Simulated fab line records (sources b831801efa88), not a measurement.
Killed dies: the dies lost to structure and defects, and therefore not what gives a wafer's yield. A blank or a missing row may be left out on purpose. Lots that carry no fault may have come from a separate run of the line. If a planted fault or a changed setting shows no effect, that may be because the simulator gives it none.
fab line records    flow sfq-line
[record] lots = 13  wafers = 39  last-day = 91
route steps=325 shown M6@264 I7@297 M8@318
lots that met no fault: taken from a fault-free run of the same line
start-h: start of the lot's first displayed wafer, in hours after the record's first day    wait-h: time in hours since the lot's previous step    " repeats the value in the row above    L1.1+2: one row covering several wafers at once    - no value, or no start was given    * or withheld: withheld    < > ~ a bound
route shown NAME@n: NAME is a module with steps in the file, n the number in the route of the first one    usual: mean and standard deviation over wafers with no fault    same: alike in all rows    chamber/n: place in a boat    sites: readings site by site    _std_site: standard deviation across them    _edge_site: outer sites' mean less inner sites'    radius-mm: for every site, how far away it sits from the centre of the wafer    mask NAME#n: copy n    behind: tool/chamber where the wafer was last shaped    hold: reason for holding the lot/hours on hold/outcome of the hold    device: transistor that didn't switch, given as n, p or np    end of line: the tests these same wafers got at the end of their route    a step given without rows: its recipe and nothing more    killed: not the wafer's yield, but the dies lost to structure and defects at the first sort    map: the dies of a wafer, with x for killed, . for not killed, _ for no die there
set.NAME: setting as actually run; set.NAME@STEP: the setting as run at that earlier step    model.NAME: the simulator's own value behind a step, which no gauge read
one table for each step of the route and one row for each wafer, over a sample of lots
services: when a tool's chamber went out of use (start-h, in hours from the record's first day, below 0 if earlier), for how many hours, and the reason
[[steps]]
[step SFQ_TRILAYER_M6_STRIP_STRIP_163]
[recipe] gas = O2  power-w = 200  platen-temp-c = 40  overash-fraction = 0.65  chemistry = O2  pressure-mtorr = 50
[usual] drypump-motor-current-A = 5.5/0.46  he-backside-leak-sccm = 3.6/0.31  oes-product-au = 0.999/0.0096
lot.wafer  tool          chamber  start-h  wait-h  drypump-motor-current-A  he-backside-leak-sccm  oes-product-au  rf-hours-counter-h
L287.2     rie-metal-03  1        1701.37  0.1     6.2                      3.7                    1.000           100
L287.4     "             0        "        "       4.9                      3.2                    0.982           -
L287.5     "             1        "        "       6.2                      3.8                    0.993           -
L288.1     rie-metal-01  0        1711.01  0.1     6.0                      3.6                    0.992           94
L288.2     "             1        "        "       5.8                      3.3                    1.001           51
L288.3     "             0        "        "       6.0                      3.6                    0.994           -
L289.1     rie-metal-04  0        1714.57  0.1     5.4                      3.5                    0.984           60
L289.2     "             1        "        "       4.9                      3.9                    0.992           106
L289.3     "             0        "        "       5.4                      3.4                    0.999           -
L290.1     rie-metal-03  0        1715.83  0.1     5.0                      3.4                    0.976           9
L290.4     "             1        "        "       6.2                      3.7                    0.979           -
L290.5     "             1        "        "       6.3                      3.8                    0.989           -
L296.1     rie-metal-04  1        1857.83  0.1     4.9                      4.0                    1.002           126
L296.3     "             1        "        "       4.9                      3.8                    1.001           -
L296.5     "             1        "        "       4.9                      4.0                    0.996           -
L303.2     rie-metal-04  1        1895.45  0.1     4.9                      3.0                    1.006           1
L303.4     "             1        "        "       5.0                      2.9                    1.010           -
L303.6     "             1        "        "       4.9                      2.9                    1.018           -
L304.2     rie-metal-01  1        1896.65  0.1     5.7                      3.9                    1.011           81
L304.3     "             0        "        "       6.0                      4.0                    0.989           -
L304.4     "             1        "        "       5.8                      4.1                    1.007           -
L305.2     rie-metal-04  0        1902.65  0.1     5.4                      3.5                    1.003           90
L305.4     "             1        "        "       5.0                      3.0                    1.010           -
L305.6     "             0        "        "       5.4                      3.6                    1.009           -
L306.3     rie-metal-01  0        1904.05  0.2     6.0                      3.8                    0.993           -
L306.5     "             0        "        "       6.0                      3.8                    1.001           -
L306.6     "             1        "        "       5.7                      4.0                    1.012           -
L307.2     rie-metal-01  0        1906.35  0.1     6.0                      3.8                    0.994           125
L307.5     "             1        "        "       5.7                      4.1                    1.014           -
L307.6     "             0        "        "       6.0                      3.8                    1.003           -
L308.1     rie-metal-01  1        1908.75  0.1     5.8                      3.5                    1.009           83
L308.2     "             0        "        "       6.0                      3.5                    1.001           126
L308.5     "             1        "        "       5.8                      3.5                    1.016           -
L309.2     rie-metal-04  0        1912.35  0.1     5.4                      3.6                    1.006           92
L309.3     "             1        "        "       4.9                      3.2                    0.995           -
L309.5     "             1        "        "       4.9                      3.1                    0.994           -
L310.1     rie-metal-03  0        1928.59  0.1     5.0                      3.4                    0.980           41
L310.5     "             0        "        "       4.9                      3.2                    0.985           -
L310.6     "             1        "        "       6.2                      3.6                    0.993           -
[step SFQ_TRILAYER_I7_CMP_CMP_184]
[recipe] material = SiO2  down-force-psi = 3  platen-rpm = 60  pad-velocity-m-s = 0.94248
[usual] head-pressure-psi = 3.000/0.0063  motor-current-A = 10.5/1.2  time-to-endpoint-s = 222/8.7
lot.wafer  tool    chamber  start-h  wait-h  head-pressure-psi  motor-current-A  time-to-endpoint-s
L287.2     cmp-01  3        1816.30  0.0     2.995              11.6             233
L287.4     "       1        1817.30  1.0     3.008              9.3              220
L287.5     "       0        1818.80  2.5     2.993              12.1             219
L288.3     cmp-01  0        1820.28  0.0     3.000              11.5             211
L288.2     "       1        "        "       2.992              9.7              214
L288.1     "       3        1821.78  1.5     3.011              11.5             228
L289.1     cmp-02  1        1825.50  1.7     3.000              9.7              214
L289.2     "       2        "        "       2.997              8.3              222
L289.3     "       0        1827.00  3.2     2.993              10.0             231
L290.1     cmp-01  1        1832.28  1.3     3.003              9.6              223
L290.4     "       3        1833.28  2.2     3.004              11.2             244
L290.5     "       2        1834.78  3.7     2.994              11.2             227
L296.3     cmp-01  2        1873.06  2.2     3.255              11.1             202
L296.1     "       0        1874.06  3.2     3.008              11.7             223
L296.5     "       2        1875.06  4.2     3.250              11.5             208
L303.4     cmp-02  2        2079.72  9.4     3.006              8.4              219
L303.2     "       3        "        "       2.998              11.8             213
L303.6     "       1        2081.22  10.9    3.010              9.5              215
L304.4     cmp-01  3        2082.28  7.2     2.995              11.3             246
L304.2     "       0        "        "       2.999              11.7             227
L304.3     "       2        2083.78  8.7     2.996              11.4             213
L305.4     cmp-01  0        2085.28  2.6     3.006              11.7             229
L305.2     "       3        2086.78  4.2     3.002              11.5             234
L305.6     "       0        "        "       2.992              11.6             229
L306.3     cmp-02  3        2088.72  5.1     2.998              11.2             213
L306.6     "       1        2089.72  6.0     2.999              9.5              217
L306.5     "       2        "        "       2.997              8.7              217
L308.2     cmp-02  2        2090.89  0.0     2.993              9.0              212
L308.1     "       0        2091.89  1.0     3.005              9.9              228
L308.5     "       3        2093.39  2.5     2.997              11.0             218
L307.2     cmp-01  2        2091.37  1.5     2.995              11.0             222
L307.6     "       3        "        "       3.008              11.1             251
L307.5     "       0        "        "       3.007              11.6             224
L309.2     cmp-01  3        2095.01  0.5     3.000              11.7             237
L309.3     "       0        "        "       3.000              12.7             214
L309.5     "       3        2097.01  2.5     3.008              11.6             234
L310.1     cmp-02  2        2106.81  1.5     3.003              7.7              208
L310.5     "       3        "        "       2.997              11.1             220
L310.6     "       0        "        "       3.003              9.6              220
[step SFQ_M8_OVL_MEAS_948]
[usual] M8_OVL = 1/4.7
lot.wafer  tool        chamber  start-h  wait-h  M8_OVL[nm]
L287.2     overlay-01  -        1911.45  0.1     6
L287.4     "           -        "        "       4
L287.5     "           -        "        "       0
L288.1     overlay-01  -        1912.64  0.1     -6
L288.2     "           -        "        "       -10
L288.3     "           -        "        "       -2
L289.1     overlay-02  -        1917.44  0.1     -3
L289.2     "           -        "        "       -5
L289.3     "           -        "        "       0
L290.1     overlay-02  -        1925.84  0.1     3
L290.4     "           -        "        "       3
L290.5     "           -        "        "       2
L296.1     overlay-02  -        1983.44  0.1     5
L296.3     "           -        "        "       3
L296.5     "           -        "        "       7
L303.2     overlay-01  -        2162.07  0.1     3
L303.4     "           -        "        "       -4
L303.6     "           -        "        "       2
L304.2     overlay-01  -        2168.19  0.1     -5
L304.3     "           -        "        "       1
L304.4     "           -        "        "       -6
L305.2     overlay-01  -        2169.39  0.1     -1
L305.4     "           -        "        "       1
L305.6     "           -        "        "       8
L306.3     overlay-01  -        2171.80  0.1     2
L306.5     "           -        "        "       -3
L306.6     "           -        "        "       0
L307.2     overlay-01  -        2174.19  0.1     5
L307.5     "           -        "        "       4
L307.6     "           -        "        "       2
L308.1     overlay-02  -        2176.59  0.1     7
L308.2     "           -        "        "       5
L308.5     "           -        "        "       5
L309.2     overlay-02  -        2181.39  0.1     6
L309.3     "           -        "        "       5
L309.5     "           -        "        "       1
L310.1     overlay-02  -        2189.91  0.1     -4
L310.5     "           -        "        "       -8
L310.6     "           -        "        "       -3
[step SFQ_M8_THK_MEAS_950]
[recipe] thk-meas-gauge = xrf  reads = Au_of_TRILAYER_M8_DEP_EVAP_196
[usual] M8_AU_THK = 180.1/2.4
lot.wafer  tool           chamber  start-h  wait-h  M8_AU_THK[nm]
L287.2     film-metro-03  -        1912.35  0.1     178.7
L287.4     "              -        "        "       183.9
L287.5     "              -        "        "       182.4
L288.1     film-metro-04  -        1913.54  0.1     176.7
L288.2     "              -        "        "       179.4
L288.3     "              -        "        "       176.5
L289.1     film-metro-03  -        1918.34  0.1     180.1
L289.2     "              -        "        "       179.0
L289.3     "              -        "        "       175.9
L290.1     film-metro-02  -        1926.74  0.1     180.8
L290.4     "              -        "        "       180.0
L290.5     "              -        "        "       183.0
L296.1     film-metro-02  -        1984.34  0.1     179.5
L296.3     "              -        "        "       181.8
L296.5     "              -        "        "       182.6
L303.2     film-metro-04  -        2162.97  0.1     179.0
L303.4     "              -        "        "       178.9
L303.6     "              -        "        "       178.0
L304.2     film-metro-02  -        2169.10  0.1     183.0
L304.3     "              -        "        "       184.0
L304.4     "              -        "        "       182.0
L305.2     film-metro-02  -        2170.30  0.1     182.5
L305.4     "              -        "        "       182.4
L305.6     "              -        "        "       180.9
L306.3     film-metro-04  -        2172.71  0.1     181.5
L306.5     "              -        "        "       181.6
L306.6     "              -        "        "       180.6
L307.2     film-metro-03  -        2175.10  0.1     175.5
L307.5     "              -        "        "       175.1
L307.6     "              -        "        "       177.1
L308.1     film-metro-03  -        2177.49  0.1     179.9
L308.2     "              -        "        "       182.0
L308.5     "              -        "        "       179.2
L309.2     film-metro-02  -        2182.30  0.1     181.4
L309.3     "              -        "        "       183.4
L309.5     "              -        "        "       184.1
L310.1     film-metro-03  -        2190.81  0.1     182.8
L310.5     "              -        "        "       180.6
L310.6     "              -        "        "       180.6
[[services]]
tool          chamber  start-h  hours  kind
cmp-01        -        1707.25  12.2   pm
cmp-01        -        1732.22  0.8    repair
cmp-02        -        1763.19  0.4    repair
cmp-02        -        1763.60  6.4    pm
cmp-01        -        1764.19  1.1    repair
cmp-01        -        1769.49  0.9    repair
cmp-02        -        1770.96  3.8    repair
cmp-01        -        1772.63  3.0    repair
cmp-02        -        1778.73  11.5   repair
rie-metal-04  0        1782.75  18.4   repair
cmp-01        -        1787.03  2.3    repair
cmp-01        -        1789.79  8.8    repair
cmp-02        -        1790.25  4.0    pm
cmp-02        -        1814.60  1.6    repair
rie-metal-04  1        1814.63  10.6   repair
rie-metal-04  -        1824.08  0.1    repair
cmp-02        -        1882.07  1.7    repair
cmp-01        -        1920.56  4.6    pm
cmp-01        -        1924.09  2.0    repair
cmp-01        -        1940.81  4.0    pm
cmp-01        -        1944.81  5.9    pm
cmp-01        -        1984.86  3.0    repair
cmp-01        -        2058.00  0.7    repair
cmp-01        -        2070.41  8.9    pm
[[key]]
[first-sign] step = SFQ_TRILAYER_I7_CMP_CMP_184  reading = head-pressure-psi  direction = up  sigmas = 40  usual = 3.000  struck = 3.253
effect none on later readings
met-at SFQ_TRILAYER_I7_CMP_CMP_184
struck-lots L296
struck-wafers L296.3,L296.5
not-acting-at SFQ_TRILAYER_M6_STRIP_STRIP_163,SFQ_M8_OVL_MEAS_948,SFQ_M8_THK_MEAS_950
onset-between 1832.28 1873.06
[fault] kind = process-parameter-drift  tool = cmp-01  chamber = 2  onset-h = 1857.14  steps = SFQ_TRILAYER_I7_CMP_CMP_184  channel = down-force-psi  offset = 0.25635  shape = step  end-h = 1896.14  acts-in = these-recipes-only  stated = 3
